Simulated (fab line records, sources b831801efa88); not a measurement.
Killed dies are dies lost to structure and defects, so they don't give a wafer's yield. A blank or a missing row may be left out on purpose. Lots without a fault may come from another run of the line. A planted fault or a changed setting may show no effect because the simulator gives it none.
Chamber matching | flow sky130 | SKY_VIA3_HDPCVD_00 on hdpcvd-01: 3 sister chambers
The step deposits SiO2, target thk 1635 nm, time 272.5 s. 6 wafers are shown with their chamber, then 7 later ones without.

WAFERS WITH THEIR CHAMBER
wafer  | chamber | run_length_s (s)
L997.5 | 0       | 300.1
L997.6 | 1       | 300.3
L999.3 | 2       | 300.4
L999.4 | 1       | 300.4
L999.5 | 2       | 301.1
L103.2 | 0       | 299.9

WAFERS WITHOUT THEIR CHAMBER
wafer  | run_length_s (s)
L103.4 | 300.1
L103.6 | 300.2
L106.2 | 299.8
L106.4 | 300.2
L106.5 | 299.9
L114.3 | 300.2
L114.5 | 300.7

WHICH CHAMBER EACH WENT THROUGH
wafer  | from the rows above          | in truth
L103.4 | can't be placed: 0 or 1 or 2 | 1
L103.6 | can't be placed: 1 or 0 or 2 | 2
L106.2 | can't be placed: 0 or 1      | 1
L106.4 | can't be placed: 1 or 0 or 2 | 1
L106.5 | can't be placed: 0 or 1      | 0
L114.3 | can't be placed: 1 or 0 or 2 | 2
L114.5 | can't be placed: 2 or 1      | 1
Placed correctly: 0 of 7. Can't be placed from these rows: 7 (the true chamber is among the candidates in 7). Placed wrongly: 0.
How it was worked out, from the rows above alone: a wafer's distance from a chamber is the root of the sum, over the readings, of the square of ((its reading less the chamber's mean) divided by the reading's scatter). The wafer belongs to the nearest chamber; if the next one is less than 2 further off, it can't be placed. A chamber's mean is the mean of its shown wafers. The scatter: the root of (the sum of the squares of (reading less its chamber's mean) over the shown wafers, divided by (wafers less chambers)).
